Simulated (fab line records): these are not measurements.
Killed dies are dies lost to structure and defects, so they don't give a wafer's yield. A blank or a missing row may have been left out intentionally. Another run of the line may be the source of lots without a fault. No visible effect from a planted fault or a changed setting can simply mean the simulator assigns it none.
Chamber matching | flow sky130 | 4 sister chambers for SKY_VIA1_CMP_24 on cmp-02
The step polishes, stops on SiO2, t overpolish 15 s, target thk 0 nm. 8 wafers are shown with their chamber, then 7 later ones without.

## WAFERS, EACH WITH ITS CHAMBER
wafer  | chamber | motor_current_A (A) | overpolish_run_s (s)
L805.1 | 3       | 11.3                | 15.002
L805.3 | 0       | 10.0                | 15.017
L805.5 | 3       | 11.0                | 15.000
L809.1 | 1       | 10.2                | 14.991
L809.4 | 0       | 9.6                 | 15.000
L809.5 | 2       | 9.1                 | 14.992
L817.2 | 1       | 10.7                | 14.989
L817.3 | 2       | 8.3                 | 14.998

## WAFERS WITHOUT THEIR CHAMBER
wafer  | motor_current_A (A) | overpolish_run_s (s)
L817.6 | 10.1                | 14.998
L821.2 | 9.1                 | 15.005
L821.5 | 9.1                 | 15.010
L821.6 | 10.5                | 14.992
L826.1 | 9.0                 | 14.988
L826.2 | 10.2                | 15.019
L826.4 | 10.7                | 15.007

## CHAMBER TAKEN BY EACH
wafer  | from the rows above          | in truth
L817.6 | can't be placed: 1 or 0 or 3 | 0
L821.2 | can't be placed: 2 or 0      | 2
L821.5 | can't be placed: 0 or 2      | 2
L821.6 | can't be placed: 1 or 3      | 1
L826.1 | 2                            | 2
L826.2 | can't be placed: 0 or 3      | 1
L826.4 | can't be placed: 3 or 0 or 1 | 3
Placed correctly: 1 of 7. These rows do not allow placing 6 (true chamber among the candidates in 5). Number placed wrongly: 0.
How it was worked out, from the rows above alone: a wafer's distance from a chamber is the root of the sum, over the readings, of the square of ((its reading less the chamber's mean) divided by the reading's scatter). The wafer belongs to the nearest chamber; if the next one is less than 2 further off, it can't be placed. For every chamber, the mean is computed from those of its wafers that are shown. The scatter: the root of (the sum of the squares of (reading less its chamber's mean) over the shown wafers, divided by (wafers less chambers)).
